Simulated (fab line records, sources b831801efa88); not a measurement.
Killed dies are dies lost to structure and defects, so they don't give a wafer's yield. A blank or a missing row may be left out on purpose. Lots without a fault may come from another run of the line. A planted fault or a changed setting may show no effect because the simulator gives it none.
Which tool did it? | flow sky130 | 7 lots, 21 wafers sampled, at 4 steps of a route of 708

WHAT THE GAUGES READ, wafer by wafer
SKY_CAP2M_OVL_MEAS_12.
lot  | measured     | on         | CAP2M_OVL (nm)
L669 | day 40 16:22 | overlay-02 | 0.8 -0.1 -0.9
L671 | day 41 06:40 | overlay-01 | -0.5 -2.4 -1.4
L675 | day 43 07:14 | overlay-01 | -0.8 -0.8 1.0
L682 | day 45 00:01 | overlay-01 | 2.0 1.0 1.3
L686 | day 46 04:01 | overlay-01 | -2.2 -0.6 0.1
L688 | day 46 13:43 | overlay-01 | -2.1 -2.2 -1.2
L691 | day 47 15:47 | overlay-01 | -2.2 -1.2 0.0

WHICH TOOL RAN EACH LOT (tool, then ch and the chambers of the sampled wafers, then the start)
lot  | SKY_VIA3_ETCH_15                   | SKY_VIA3_SPUTTER_20          | SKY_METAL4_SPUTTER_04
L669 | rie_diel-02 ch 0,1, day 39 15:40   | pvd_sputter-01, day 39 16:19 | pvd_sputter-04, day 39 17:05
L671 | rie_diel-02 ch 0,3, day 40 05:07   | pvd_sputter-04, day 40 05:46 | pvd_sputter-04, day 40 06:32
L675 | rie_diel-01 ch 0,1,2, day 42 05:06 | pvd_sputter-04, day 42 05:47 | pvd_sputter-03, day 42 09:12
L682 | rie_diel-02 ch 0,2, day 44 00:28   | pvd_sputter-02, day 44 01:07 | pvd_sputter-04, day 44 01:53
L686 | rie_diel-04 ch 0,2,3, day 45 05:55 | pvd_sputter-01, day 45 06:35 | pvd_sputter-04, day 45 07:22
L688 | rie_diel-04 ch 0,3, day 45 16:49   | pvd_sputter-01, day 45 17:29 | pvd_sputter-03, day 45 18:14
L691 | rie_diel-01 ch 1,2,3, day 46 18:18 | pvd_sputter-02, day 46 18:58 | pvd_sputter-04, day 46 19:43
- SKY_VIA3_ETCH_15: etches SiO2 in C4F8/O2/Ar, stops on TiN, target depth 507 nm, time 78 s.
- SKY_VIA3_SPUTTER_20: material TiN, target thk 20 nm, time 80 s.
- SKY_METAL4_SPUTTER_04: material TiN, target thk 70 nm, time 58.3 s.

THE ANSWER, worked out from the rows above alone
Rule: what is usual is taken from the lots themselves. Put in order of their means at a reading, lots are off if they are a third of the lots or fewer, leave a main group of 4 or more, and stand apart from it by a gap of 3 or more times the standard deviation of the main group's means; of several such gaps the widest counts. A main group whose means are all the same, to the digits that the tables above print for the reading, isn't used. A lot without any number at a reading at which 4 lots or more have one is off too. The other lots that the step has rows for count as sound.
No lot is off at any reading shown: from this, nothing can be told.

WHAT THE SIMULATOR HAD PUT IN
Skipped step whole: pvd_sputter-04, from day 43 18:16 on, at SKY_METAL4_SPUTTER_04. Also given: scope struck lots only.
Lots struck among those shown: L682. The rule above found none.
